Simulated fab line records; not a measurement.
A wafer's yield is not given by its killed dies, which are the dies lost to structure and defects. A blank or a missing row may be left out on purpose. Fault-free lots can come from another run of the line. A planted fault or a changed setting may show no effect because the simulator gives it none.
2 desks, one fault -- flow gf180mcu -- only its own numbers are on each desk; what lay behind them is given at the end

THE METROLOGY DESK
What the gauges read for every lot (on any tool): the sampled wafers with a number, averaged. Marked OUT: a lot whose mean sits more than 4 standard deviations from the usual mean, which makes it out of limits; the brackets give that distance.
Columns: A = cdNm at GF_M4_CD_MEAS_14, usual 279.6 nm; B = V4_CVD_00_THK at GF_V4_THK_MEAS_01, usual 601 nm
lot,first seen here,A,B
L303,day 23 20:23,277.2,599
L304,day 24 00:12,280.3,605
L305,day 24 16:36,280.3,605
L307,day 25 11:51,281.7,600
L306,day 25 13:17,278.5,603
L308,day 26 18:43,279.4,598
L310,day 26 22:58,277.1,602
L311,day 27 06:54,280.4,598
L314,day 27 22:28,279.0,606
L315,day 28 01:49,280.1,600
L322,day 29 15:09,280.8,506 (-15) OUT
L323,day 30 03:38,279.3,504 (-15) OUT
Per this desk, out of limits: L322, L323; the first was L322, day 29 16:03 (V4_CVD_00_THK at GF_V4_THK_MEAS_01). Within limits: L303, L304, L305, L307, L306, L308, L310, L311, L314, L315.

TOOL OWNER'S DESK, hdpcvd-02
The tool's own readings at GF_V4_CVD_00 (deposits SiO2, target thk 600 nm, time 100 s): means of the sampled wafers that have a number, for each lot that ran on this tool. Marked OUT: a lot whose mean sits more than 4 standard deviations from the usual mean, which makes it out of limits; the brackets give that distance.
Columns: A = sih4FlowSccm at GF_V4_CVD_00, usual 60.00 sccm
lot,first seen here,A
L303,day 23 21:10,59.97
L304,day 24 01:01,60.10
L305,day 24 17:27,60.06
L306,day 25 14:06,59.91
L308,day 26 19:32,59.95
L310,day 26 23:48,60.26
L314,day 27 23:16,60.00
L315,day 28 02:37,60.03
L322,day 29 15:58,50.08 (-52) OUT
L323,day 30 04:25,50.15 (-52) OUT
Finding of this desk: L322, L323 out of limits; the first was L322 at day 29 15:58, on sih4FlowSccm at GF_V4_CVD_00. Within limits: L303, L304, L305, L306, L308, L310, L314, L315.

TAKEN TOGETHER
On L322, L323, at day 29 15:58, an alarm was possible from the tool owner's desk.
An alarm was possible from the metrology desk at day 29 16:03, on L322, L323.
All the named lots went through GF_V4_CVD_00 on hdpcvd-02.

WHAT THE SIMULATOR HAD INSERTED
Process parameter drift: hdpcvd-02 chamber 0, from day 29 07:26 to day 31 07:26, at GF_V4_CVD_00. A move of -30 in setting sih4FlowSccm, from 60. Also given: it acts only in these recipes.
Lots struck among those shown: L322, L323.
Counting hours from when the fault started, the first reading out of limits came at 9 for the tool owner's desk and at 9 for the metrology desk.
